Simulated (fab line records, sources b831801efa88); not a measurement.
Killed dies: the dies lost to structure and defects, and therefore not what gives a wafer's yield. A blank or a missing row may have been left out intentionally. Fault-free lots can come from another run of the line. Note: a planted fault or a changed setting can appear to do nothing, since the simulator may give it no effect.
A struck lot beside a sound one    flow gf180mcu    15 out of 602 route steps
Sound: the wafers L797.2, L797.4, L797.5. Wafers L807.4, L807.5, L807.6 were the ones struck. The cause is named last.
For every step that has rows: the tool of each side, followed by ch and its chambers, followed by its first start. Under that, the readings that differ: sound wafers    struck wafers    difference of the means    sigmas: that difference in standard deviations of wafers without a fault.
alike: a reading whose means differ by less than 2 such deviations, as well as words and numbers matching on both sides. not compared: withheld readings; readings where some wafer has no value; bounds like >300 that might hide an equal value; numbers whose values overlap and for which the record gives no deviation.
Wherever a step has rows on one side only, a row that says differs or no value, or a row with sigmas, the two part there. Non-overlapping numbers with no deviation appear without sigmas and do not part them. A reading that every wafer of one side lacks parts them only if that side has two wafers or more.

GF_M4_SPUTTER_04: material TiN, target thk 50 nm, time 41.7 s.
  struck on pvdSputter-03, day 29 02:14; sound on pvdSputter-03, day 26 08:21
  alike: cathodeDcPowerW, throttleValvePct
GF_M4_RS_MEAS_05: measures by four-point-probe.
  struck on filmMetro-01, day 29 02:20; sound on filmMetro-02, day 26 08:25
  alike: M4_ALCU_RS
GF_M4_THK_MEAS_06: measures by xrf.
  struck on filmMetro-01, day 29 02:25; sound on filmMetro-02, day 26 08:31
  alike: M4_ALCU_THK
then, 7 steps without rows for these wafers: GF_M4_DEHYDRATE_07 (time 60 s); GF_M4_HMDS_08 (prime time 60 s); GF_M4_COAT_09 (resist thk 1000 nm); GF_M4_SOFTBAKE_10 (time 60 s); GF_M4_EXPOSE_11 (exposes mask Metal4, target cd 280 nm); GF_M4_PEB_12 (peb time 90 s); GF_M4_DEVELOP_13 (develop time 60 s).
GF_M4_CD_MEAS_14 targets a cd of 280 nm.
  struck on cdSem-01, day 29 20:37; sound on cdSem-01, day 27 03:58
  alike: cdNm
GF_M4_OVL_MEAS_15:
  struck on overlay-02, day 29 20:42; sound on overlay-01, day 27 04:05
  alike: M4_OVL
GF_M4_METAL_ETCH_16: etches the open film in Cl2/BCl3, stops on SiO2, target depth 627.5 nm, time 104.6 s.
  sound on rieMetal-01 ch 0,1, day 27 04:07; struck on rieMetal-01 ch 0,1, day 29 20:45
  no value came back on the struck wafers for any of 5 readings (bcl3FlowSccm (sccm), biasW (W) and others); on the sound wafers bcl3FlowSccm (sccm) reads 39.93 39.95 39.92
reading                             sound              struck             difference  sigmas
model.KrF_of_M4_COAT_09.thkNm (nm)  733.1 729.9 730.7  987.8 984.9 987.3  +255.4      
  not compared: rfHoursCounterH
GF_M4_STRIP_17: strips in O2/N2.
  sound on plasmaAsher-01 ch 0,1, day 27 04:13; struck on plasmaAsher-03 ch 0,1, day 29 20:52
reading                   sound              struck             difference  sigmas
oesProductAu (a.u.)       0.558 0.557 0.548  0.665 0.666 0.666  +0.111      +22
stripTimeToEndpointS (s)  7.85 7.82 7.84     10.23 10.20 10.22  +2.38       +61
  alike: drypumpMotorCurrentA, heaterPowerW
  not compared: rfHoursCounterH
then, 1 step without rows for these wafers: GF_M4_STRIP_18 (strips in post etch residue remover, time 1200 s).

== WHERE THEY PART ==
Last at GF_M4_STRIP_17 as far as this record goes, first at GF_M4_METAL_ETCH_16.

WHY: the cause the simulator had injected
Skipped step whole: rieMetal-01, from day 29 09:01 on, at GF_M4_METAL_ETCH_16. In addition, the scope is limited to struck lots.
